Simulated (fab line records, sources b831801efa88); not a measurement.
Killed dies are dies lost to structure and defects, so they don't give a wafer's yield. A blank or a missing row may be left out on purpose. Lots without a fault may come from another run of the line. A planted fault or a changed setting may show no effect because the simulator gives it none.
One fault seen from 2 desks | flow gf180mcu | each desk has only its own numbers; what lay behind them comes last

THE METROLOGY DESK
What the gauges read, lot by lot, whatever tool the lot ran on: means of the sampled wafers that have a number. A lot is out of limits, marked OUT, if its mean lies more than 4 standard deviations from the usual mean; the brackets give that distance.
Columns: A = cd_nm at GF_M1_CD_MEAS_14, usual 230.0 nm; B = V1_CVD_02_THK at GF_V1_THK_MEAS_03, usual 851 nm; C = V1_BOW at GF_V1_BOW_MEAS_05, usual 83 um
lot  | first seen here | A     | B   | C
L756 | day 17 05:28    | 229.6 | 857 | 96
L757 | day 17 20:13    | 229.1 | 860 | 88
L758 | day 18 04:42    | 229.1 | 845 | 85
L760 | day 19 02:51    | 229.9 | 839 | 93
L762 | day 20 04:54    | 230.3 | 841 | 80
L765 | day 21 02:46    | 229.2 | 849 | 79
L767 | day 21 15:40    | 230.3 | 847 | 85
L768 | day 21 21:10    | 230.4 | 858 | 85
L769 | day 22 09:10    | 231.4 | 868 | 80
L773 | day 23 16:16    | 229.8 | 879 | 75
L777 | day 24 18:03    | 229.8 | 861 | 89
L779 | day 25 14:13    | 230.3 | 852 | 84
This desk's finding: nothing out of limits on any of the 12 lots.

THE TOOL OWNER'S DESK: pecvd-02
The tool's own readings at GF_V1_CVD_02 (deposits SiO2 from TEOS, target thk 850 nm, time 94.851 s): means of the sampled wafers that have a number, for each lot that ran on this tool. A lot is out of limits, marked OUT, if its mean lies more than 4 standard deviations from the usual mean; the brackets give that distance.
Columns: A = heater_power_outer_w at GF_V1_CVD_02, usual 413 W; B = heater_power_w at GF_V1_CVD_02, usual 690 W; C = rf_fwd_power_W at GF_V1_CVD_02, usual 595.6 W
lot  | first seen here | A   | B   | C
L758 | day 18 05:41    | 403 | 737 | 595.7
L762 | day 20 05:53    | 465 | 822 | 594.2
L765 | day 21 03:43    | 406 | 664 | 593.6
L767 | day 21 16:37    | 459 | 804 | 595.0
L773 | day 23 17:12    | 465 | 806 | 660.4 (+27) OUT
L777 | day 24 19:01    | 427 | 741 | 626.5 (+13) OUT
This desk's finding: out of limits on L773, L777; first on L773, day 23 17:12 (rf_fwd_power_W at GF_V1_CVD_02). In limits: L758, L762, L765, L767.

PUT TOGETHER
The tool owner's desk could have raised an alarm at day 23 17:12, on L773, L777.
The metrology desk saw nothing out of limits.
The metrology desk has L773, L777 on record, within its limits.
Of the lots named, all ran GF_V1_CVD_02 on pecvd-02.

WHAT THE SIMULATOR HAD PUT IN
Process parameter drift: pecvd-02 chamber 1, from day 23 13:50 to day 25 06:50, at GF_V1_CVD_02. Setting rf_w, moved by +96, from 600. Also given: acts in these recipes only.
Lots struck among those shown: L773, L777.
Hours from the fault's start to each desk's first reading out of limits: the tool owner's desk, 3.
